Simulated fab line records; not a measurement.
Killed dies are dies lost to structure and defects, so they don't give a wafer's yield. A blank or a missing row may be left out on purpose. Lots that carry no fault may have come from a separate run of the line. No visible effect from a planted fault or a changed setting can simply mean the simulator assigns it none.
Which tool was responsible? / flow gf180mcu / 13 lots, 39 wafers sampled, at 4 steps of a route of 602

WHAT EACH GAUGE READ, for each wafer
The record lacks any reading of a measuring or inspecting step that a usual standard deviation could be used to judge.

WHAT TOOL EACH LOT RAN ON (gives the tool, then ch and the chambers of the sampled wafers, and finally the start)
lot=L730; GF_STI_STRIP_15=plasmaAsher-04 ch 1, day 2 04:40; GF_STI_WET_ETCH_26=wetBench-03 ch 1, day 2 06:45; GF_MVPSD_STRIP_10=plasmaAsher-01 ch 0,1, day 5 03:30; GF_HV_LDD_STRIP_49=plasmaAsher-03 ch 0,1, day 12 16:37
lot=L731; GF_STI_STRIP_15=plasmaAsher-02 ch 0,1, day 2 07:53; GF_STI_WET_ETCH_26=wetBench-04 ch 0, day 2 09:59; GF_MVPSD_STRIP_10=plasmaAsher-01 ch 0, day 5 09:23; GF_HV_LDD_STRIP_49=plasmaAsher-03 ch 0,1, day 12 19:49
lot=L732; GF_STI_STRIP_15=plasmaAsher-04 ch 0,1, day 2 11:46; GF_STI_WET_ETCH_26=wetBench-04 ch 2, day 2 13:58; GF_MVPSD_STRIP_10=plasmaAsher-01 ch 0,1, day 5 13:33; GF_HV_LDD_STRIP_49=plasmaAsher-02 ch 0, day 13 07:00
lot=L733; GF_STI_STRIP_15=plasmaAsher-03 ch 0, day 2 17:44; GF_STI_WET_ETCH_26=wetBench-03 ch 0, day 2 19:49; GF_MVPSD_STRIP_10=plasmaAsher-02 ch 0,1, day 5 17:08; GF_HV_LDD_STRIP_49=plasmaAsher-02 ch 0,1, day 13 04:58
lot=L735; GF_STI_STRIP_15=plasmaAsher-04 ch 0,1, day 3 04:29; GF_STI_WET_ETCH_26=wetBench-04 ch 0, day 3 07:17; GF_MVPSD_STRIP_10=plasmaAsher-01 ch 0,1, day 6 06:44; GF_HV_LDD_STRIP_49=plasmaAsher-03 ch 0,1, day 14 00:51
lot=L739; GF_STI_STRIP_15=plasmaAsher-02 ch 0,1, day 4 00:01; GF_STI_WET_ETCH_26=wetBench-03 ch 1, day 4 02:04; GF_MVPSD_STRIP_10=plasmaAsher-01 ch 0,1, day 7 05:29; GF_HV_LDD_STRIP_49=plasmaAsher-02 ch 0,1, day 15 13:41
lot=L740; GF_STI_STRIP_15=plasmaAsher-02 ch 0,1, day 4 05:05; GF_STI_WET_ETCH_26=wetBench-01 ch 1, day 4 07:20; GF_MVPSD_STRIP_10=plasmaAsher-01 ch 0,1, day 7 12:20; GF_HV_LDD_STRIP_49=plasmaAsher-02 ch 0,1, day 15 17:34
lot=L741; GF_STI_STRIP_15=plasmaAsher-04 ch 0,1, day 4 11:08; GF_STI_WET_ETCH_26=wetBench-04 ch 0, day 4 13:17; GF_MVPSD_STRIP_10=plasmaAsher-02 ch 0,1, day 7 18:03; GF_HV_LDD_STRIP_49=plasmaAsher-02 ch 0,1, day 16 04:48
lot=L744; GF_STI_STRIP_15=plasmaAsher-03 ch 0,1, day 5 03:16; GF_STI_WET_ETCH_26=wetBench-04 ch 0, day 5 08:15; GF_MVPSD_STRIP_10=plasmaAsher-03 ch 0,1, day 8 18:20; GF_HV_LDD_STRIP_49=plasmaAsher-02 ch 0,1, day 17 17:57
lot=L747; GF_STI_STRIP_15=plasmaAsher-02 ch 0,1, day 5 16:23; GF_STI_WET_ETCH_26=wetBench-03 ch 0, day 5 19:31; GF_MVPSD_STRIP_10=plasmaAsher-01 ch 0,1, day 9 10:24; GF_HV_LDD_STRIP_49=plasmaAsher-03 ch 0,1, day 18 07:01
lot=L750; GF_STI_STRIP_15=plasmaAsher-02 ch 0,1, day 6 15:07; GF_STI_WET_ETCH_26=wetBench-01 ch 3, day 6 17:51; GF_MVPSD_STRIP_10=plasmaAsher-03 ch 0,1, day 10 08:25; GF_HV_LDD_STRIP_49=plasmaAsher-01 ch 0,1, day 19 12:04
lot=L751; GF_STI_STRIP_15=plasmaAsher-04 ch 0,1, day 6 15:07; GF_STI_WET_ETCH_26=wetBench-01 ch 0, day 6 17:51; GF_MVPSD_STRIP_10=plasmaAsher-03 ch 0,1, day 10 06:33; GF_HV_LDD_STRIP_49=plasmaAsher-02 ch 0, day 19 08:09
lot=L752; GF_STI_STRIP_15=plasmaAsher-02 ch 0, day 6 23:22; GF_STI_WET_ETCH_26=wetBench-01 ch 2, day 7 01:27; GF_MVPSD_STRIP_10=plasmaAsher-01 ch 0,1, day 10 18:41; GF_HV_LDD_STRIP_49=plasmaAsher-03 ch 0, day 20 02:09
- GF_STI_STRIP_15: strips in O2/N2.
- GF_STI_WET_ETCH_26: etches SiO2 in dHF, target depth 94 nm, time 188 s.
- GF_MVPSD_STRIP_10: strips in O2/N2.
- GF_HV_LDD_STRIP_49: strips in O2/N2.

WHAT THE TOOLS THEMSELVES READ (means of the sampled wafers that have a number; where no wafer has one, the mark that the record gives instead)
GF_STI_STRIP_15. Usual: drypumpMotorCurrentA 5.87 A, standard deviation 0.21; heaterPowerW 369 W, standard deviation 48; oesProductAu 0.384 a.u., standard deviation 0.0046; stripTimeToEndpointS 3.73 s, standard deviation 0.049.
lot=L730; tool=plasmaAsher-04; drypumpMotorCurrentA (A)=5.55; heaterPowerW (W)=321; oesProductAu (a.u.)=0.380; stripTimeToEndpointS (s)=3.69; flag=
lot=L731; tool=plasmaAsher-02; drypumpMotorCurrentA (A)=5.99; heaterPowerW (W)=362; oesProductAu (a.u.)=0.386; stripTimeToEndpointS (s)=3.79; flag=
lot=L732; tool=plasmaAsher-04; drypumpMotorCurrentA (A)=5.93; heaterPowerW (W)=350; oesProductAu (a.u.)=0.379; stripTimeToEndpointS (s)=3.76; flag=
lot=L733; tool=plasmaAsher-03; drypumpMotorCurrentA (A)=5.61; heaterPowerW (W)=353; oesProductAu (a.u.)=0.380; stripTimeToEndpointS (s)=3.78; flag=
lot=L735; tool=plasmaAsher-04; drypumpMotorCurrentA (A)=5.89; heaterPowerW (W)=361; oesProductAu (a.u.)=0.385; stripTimeToEndpointS (s)=3.73; flag=
lot=L739; tool=plasmaAsher-02; drypumpMotorCurrentA (A)=6.00; heaterPowerW (W)=369; oesProductAu (a.u.)=0.387; stripTimeToEndpointS (s)=3.76; flag=
lot=L740; tool=plasmaAsher-02; drypumpMotorCurrentA (A)=5.98; heaterPowerW (W)=408; oesProductAu (a.u.)=0.382; stripTimeToEndpointS (s)=3.74; flag=
lot=L741; tool=plasmaAsher-04; drypumpMotorCurrentA (A)=5.92; heaterPowerW (W)=353; oesProductAu (a.u.)=0.380; stripTimeToEndpointS (s)=3.65; flag=
lot=L744; tool=plasmaAsher-03; drypumpMotorCurrentA (A)=5.60; heaterPowerW (W)=357; oesProductAu (a.u.)=0.380; stripTimeToEndpointS (s)=3.71; flag=
lot=L747; tool=plasmaAsher-02; drypumpMotorCurrentA (A)=5.98; heaterPowerW (W)=367; oesProductAu (a.u.)=0.383; stripTimeToEndpointS (s)=3.76; flag=
lot=L750; tool=plasmaAsher-02; drypumpMotorCurrentA (A)=5.98; heaterPowerW (W)=405; oesProductAu (a.u.)=0.387; stripTimeToEndpointS (s)=3.76; flag=
lot=L751; tool=plasmaAsher-04; drypumpMotorCurrentA (A)=5.73; heaterPowerW (W)=341; oesProductAu (a.u.)=0.381; stripTimeToEndpointS (s)=3.70; flag=
lot=L752; tool=plasmaAsher-02; drypumpMotorCurrentA (A)=5.98; heaterPowerW (W)=329; oesProductAu (a.u.)=0.385; stripTimeToEndpointS (s)=3.76; flag=

GF_STI_WET_ETCH_26. Usual: runLengthS reads 217 s (standard deviation 4).
lot=L730; tool=wetBench-03; runLengthS (s)=211; flag=
lot=L731; tool=wetBench-04; runLengthS (s)=214; flag=
lot=L732; tool=wetBench-04; runLengthS (s)=214; flag=
lot=L733; tool=wetBench-03; runLengthS (s)=221; flag=
lot=L735; tool=wetBench-04; runLengthS (s)=214; flag=
lot=L739; tool=wetBench-03; runLengthS (s)=220; flag=
lot=L740; tool=wetBench-01; runLengthS (s)=212; flag=
lot=L741; tool=wetBench-04; runLengthS (s)=97; flag=OFF
lot=L744; tool=wetBench-04; runLengthS (s)=90; flag=OFF
lot=L747; tool=wetBench-03; runLengthS (s)=214; flag=
lot=L750; tool=wetBench-01; runLengthS (s)=222; flag=
lot=L751; tool=wetBench-01; runLengthS (s)=222; flag=
lot=L752; tool=wetBench-01; runLengthS (s)=215; flag=

GF_MVPSD_STRIP_10. Usual: drypumpMotorCurrentA 5.4 A, standard deviation 0.31; heaterPowerW 329 W, standard deviation 35; oesProductAu 0.722 a.u., standard deviation 0.0048; stripTimeToEndpointS 36.97 s, standard deviation 0.088.
lot=L730; tool=plasmaAsher-01; drypumpMotorCurrentA (A)=5.2; heaterPowerW (W)=302; oesProductAu (a.u.)=0.721; stripTimeToEndpointS (s)=37.03; flag=
lot=L731; tool=plasmaAsher-01; drypumpMotorCurrentA (A)=4.9; heaterPowerW (W)=300; oesProductAu (a.u.)=0.721; stripTimeToEndpointS (s)=36.85; flag=
lot=L732; tool=plasmaAsher-01; drypumpMotorCurrentA (A)=5.1; heaterPowerW (W)=303; oesProductAu (a.u.)=0.724; stripTimeToEndpointS (s)=36.98; flag=
lot=L733; tool=plasmaAsher-02; drypumpMotorCurrentA (A)=6.0; heaterPowerW (W)=371; oesProductAu (a.u.)=0.720; stripTimeToEndpointS (s)=37.10; flag=
lot=L735; tool=plasmaAsher-01; drypumpMotorCurrentA (A)=5.3; heaterPowerW (W)=306; oesProductAu (a.u.)=0.723; stripTimeToEndpointS (s)=37.00; flag=
lot=L739; tool=plasmaAsher-01; drypumpMotorCurrentA (A)=5.2; heaterPowerW (W)=307; oesProductAu (a.u.)=0.724; stripTimeToEndpointS (s)=36.97; flag=
lot=L740; tool=plasmaAsher-01; drypumpMotorCurrentA (A)=5.1; heaterPowerW (W)=305; oesProductAu (a.u.)=0.723; stripTimeToEndpointS (s)=36.97; flag=
lot=L741; tool=plasmaAsher-02; drypumpMotorCurrentA (A)=6.0; heaterPowerW (W)=369; oesProductAu (a.u.)=0.721; stripTimeToEndpointS (s)=37.01; flag=
lot=L744; tool=plasmaAsher-03; drypumpMotorCurrentA (A)=5.6; heaterPowerW (W)=357; oesProductAu (a.u.)=0.726; stripTimeToEndpointS (s)=36.96; flag=
lot=L747; tool=plasmaAsher-01; drypumpMotorCurrentA (A)=5.2; heaterPowerW (W)=309; oesProductAu (a.u.)=0.717; stripTimeToEndpointS (s)=37.03; flag=
lot=L750; tool=plasmaAsher-03; drypumpMotorCurrentA (A)=5.6; heaterPowerW (W)=364; oesProductAu (a.u.)=0.713; stripTimeToEndpointS (s)=37.05; flag=
lot=L751; tool=plasmaAsher-03; drypumpMotorCurrentA (A)=5.6; heaterPowerW (W)=358; oesProductAu (a.u.)=0.721; stripTimeToEndpointS (s)=36.93; flag=
lot=L752; tool=plasmaAsher-01; drypumpMotorCurrentA (A)=5.1; heaterPowerW (W)=300; oesProductAu (a.u.)=0.724; stripTimeToEndpointS (s)=36.93; flag=

GF_HV_LDD_STRIP_49. Usual: drypumpMotorCurrentA 5.7 A, standard deviation 0.34; heaterPowerW 357 W, standard deviation 51; oesProductAu 0.716 a.u., standard deviation 0.0047; stripTimeToEndpointS 12.629 s, standard deviation 0.027.
lot=L730; tool=plasmaAsher-03; drypumpMotorCurrentA (A)=5.6; heaterPowerW (W)=360; oesProductAu (a.u.)=0.716; stripTimeToEndpointS (s)=12.624; flag=
lot=L731; tool=plasmaAsher-03; drypumpMotorCurrentA (A)=5.6; heaterPowerW (W)=358; oesProductAu (a.u.)=0.716; stripTimeToEndpointS (s)=12.631; flag=
lot=L732; tool=plasmaAsher-02; drypumpMotorCurrentA (A)=6.0; heaterPowerW (W)=336; oesProductAu (a.u.)=0.721; stripTimeToEndpointS (s)=12.608; flag=
lot=L733; tool=plasmaAsher-02; drypumpMotorCurrentA (A)=6.0; heaterPowerW (W)=369; oesProductAu (a.u.)=0.719; stripTimeToEndpointS (s)=12.653; flag=
lot=L735; tool=plasmaAsher-03; drypumpMotorCurrentA (A)=5.6; heaterPowerW (W)=358; oesProductAu (a.u.)=0.717; stripTimeToEndpointS (s)=12.646; flag=
lot=L739; tool=plasmaAsher-02; drypumpMotorCurrentA (A)=6.0; heaterPowerW (W)=408; oesProductAu (a.u.)=0.715; stripTimeToEndpointS (s)=12.619; flag=
lot=L740; tool=plasmaAsher-02; drypumpMotorCurrentA (A)=6.0; heaterPowerW (W)=370; oesProductAu (a.u.)=0.717; stripTimeToEndpointS (s)=12.632; flag=
lot=L741; tool=plasmaAsher-02; drypumpMotorCurrentA (A)=6.0; heaterPowerW (W)=364; oesProductAu (a.u.)=0.712; stripTimeToEndpointS (s)=12.640; flag=
lot=L744; tool=plasmaAsher-02; drypumpMotorCurrentA (A)=6.0; heaterPowerW (W)=409; oesProductAu (a.u.)=0.715; stripTimeToEndpointS (s)=12.606; flag=
lot=L747; tool=plasmaAsher-03; drypumpMotorCurrentA (A)=5.6; heaterPowerW (W)=361; oesProductAu (a.u.)=0.717; stripTimeToEndpointS (s)=12.620; flag=
lot=L750; tool=plasmaAsher-01; drypumpMotorCurrentA (A)=5.3; heaterPowerW (W)=306; oesProductAu (a.u.)=0.718; stripTimeToEndpointS (s)=12.626; flag=
lot=L751; tool=plasmaAsher-02; drypumpMotorCurrentA (A)=6.0; heaterPowerW (W)=332; oesProductAu (a.u.)=0.718; stripTimeToEndpointS (s)=12.649; flag=
lot=L752; tool=plasmaAsher-03; drypumpMotorCurrentA (A)=5.6; heaterPowerW (W)=349; oesProductAu (a.u.)=0.717; stripTimeToEndpointS (s)=12.634; flag=

THE ANSWER, worked out from the rows above alone
Rule: a lot counts as off when the mean over its wafers that have a number is more than 3 standard deviations away from the usual mean. Also off: a lot with no number at a reading for which 4 or more lots have one. Where the step has rows for the other lots, those lots are counted as sound. Order of review: gauges by route order, followed by the tools' own readings, for which a lot's mean as printed above is used. The first step at which some lot is off is used, and at that step the reading that is off furthest; a lot without a number counts as furthest.
Off, at GF_STI_WET_ETCH_26 on runLengthS: L741, L744.
If a tool, at that step or one of the process steps before it, ran each lot that is off and ran no sound lot following the first of them, it fits. One fits: wetBench-04 at GF_STI_WET_ETCH_26. A fault onset in the window from L735 (day 3 07:17, its last sound lot) to L741 (day 4 13:17, its first lot off) fits.
The tool's own readings at GF_STI_WET_ETCH_26 bear it out: on the lots that are off they differ by more than 5 times the standard deviation of the sound lots' means. runLengthS reads 94 s there against 216 s on the sound lots.

WHAT THE SIMULATOR HAD INSERTED
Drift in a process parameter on wetBench-04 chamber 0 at GF_STI_WET_ETCH_26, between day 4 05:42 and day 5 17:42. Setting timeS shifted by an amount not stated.
Struck lots among those shown: L741, L744. The rule above reached the same finding.
